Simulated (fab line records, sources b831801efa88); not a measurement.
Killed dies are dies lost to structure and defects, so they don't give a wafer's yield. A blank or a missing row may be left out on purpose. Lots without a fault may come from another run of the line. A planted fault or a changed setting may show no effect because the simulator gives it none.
Which tool did it? | flow gf180mcu | 10 lots, 30 wafers sampled, at 3 steps of a route of 602

WHAT THE GAUGES READ, wafer by wafer
GF_V2_RS_MEAS_24: measures by four-point-probe.
lot  | measured     | on            | V2_W_RS (ohm/sq)
L149 | day 20 11:32 | film_metro-01 | 0.333 0.332 0.327
L150 | day 20 20:53 | film_metro-03 | 0.334 0.336 0.331
L151 | day 21 11:45 | film_metro-03 | 0.328 0.323 0.328
L156 | day 23 05:45 | film_metro-03 | 0.328 0.331 0.324
L162 | day 25 01:05 | film_metro-01 | 0.249 0.246 0.251 0.248 0.246 0.251
L164 | day 25 19:29 | film_metro-02 | 0.244 0.245 0.248 0.245 0.246 0.248
L165 | day 26 03:11 | film_metro-03 | 0.321 0.318 0.324
L169 | day 27 08:05 | film_metro-03 | 0.323 0.321 0.323
L171 | day 27 22:30 | film_metro-02 | 0.322 0.324 0.327
L172 | day 28 05:34 | film_metro-01 | 0.327 0.326 0.327

WHICH TOOL RAN EACH LOT (tool, then ch and the chambers of the sampled wafers, then the start)
lot  | GF_V2_CVD_02                    | GF_V2_CVD_23
L149 | pecvd-03 ch 0,1,2, day 19 09:49 | cvd_w-02 ch 0,1, day 20 11:23
L150 | pecvd-04 ch 0,1,2, day 19 19:26 | cvd_w-02 ch 0,1, day 20 20:46
L151 | pecvd-03 ch 0,1, day 20 10:13   | cvd_w-01 ch 0,1, day 21 11:37
L156 | pecvd-03 ch 0,2, day 22 04:53   | cvd_w-01 ch 0,1, day 23 05:38
L162 | pecvd-01 ch 0,1,2, day 24 01:55 | cvd_w-02 ch 0,1, day 25 00:58
L164 | pecvd-03 ch 0,2, day 24 20:58   | cvd_w-02 ch 0,1, day 25 19:22
L165 | pecvd-04 ch 0,1,2, day 25 04:21 | cvd_w-01 ch 0,1, day 26 03:04
L169 | pecvd-03 ch 0,1, day 26 09:30   | cvd_w-01 ch 1, day 27 07:57
L171 | pecvd-03 ch 0,1,2, day 27 01:39 | cvd_w-01 ch 0,1, day 27 22:23
L172 | pecvd-04 ch 0,1, day 27 08:23   | cvd_w-01 ch 0,1, day 28 05:26
- GF_V2_CVD_02: deposits SiO2 from TEOS, target thk 850 nm, time 94.851 s.
- GF_V2_CVD_23: deposits W, target thk 350 nm, time 104.94 s.

THE ANSWER, worked out from the rows above alone
Rule: what is usual is taken from the lots themselves. Put in order of their means at a reading, lots are off if they are a third of the lots or fewer, leave a main group of 4 or more, and stand apart from it by a gap of 3 or more times the standard deviation of the main group's means; of several such gaps the widest counts. A main group whose means are all the same, to the digits that the tables above print for the reading, isn't used. A lot without any number at a reading at which 4 lots or more have one is off too. The other lots that the step has rows for count as sound.
Off: L162, L164, at GF_V2_RS_MEAS_24 (V2_W_RS). The main group: mean 0.327 ohm/sq, standard deviation 0.0039.
A tool fits if, at a process step before that reading, it ran every lot that is off, and no sound lot after the first of them. The gauges at GF_V2_RS_MEAS_24 are tried like those tools. One fits: cvd_w-02 at GF_V2_CVD_23. Its last sound lot is L150 (day 20 20:46), its first lot that is off L162 (day 25 00:58): a fault that began between those two fits.

WHAT THE SIMULATOR HAD PUT IN
Process parameter drift: cvd_w-02, from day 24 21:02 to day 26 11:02, at GF_V2_CVD_23. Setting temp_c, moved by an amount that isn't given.
Lots struck among those shown: L162, L164. The rule above found the same.
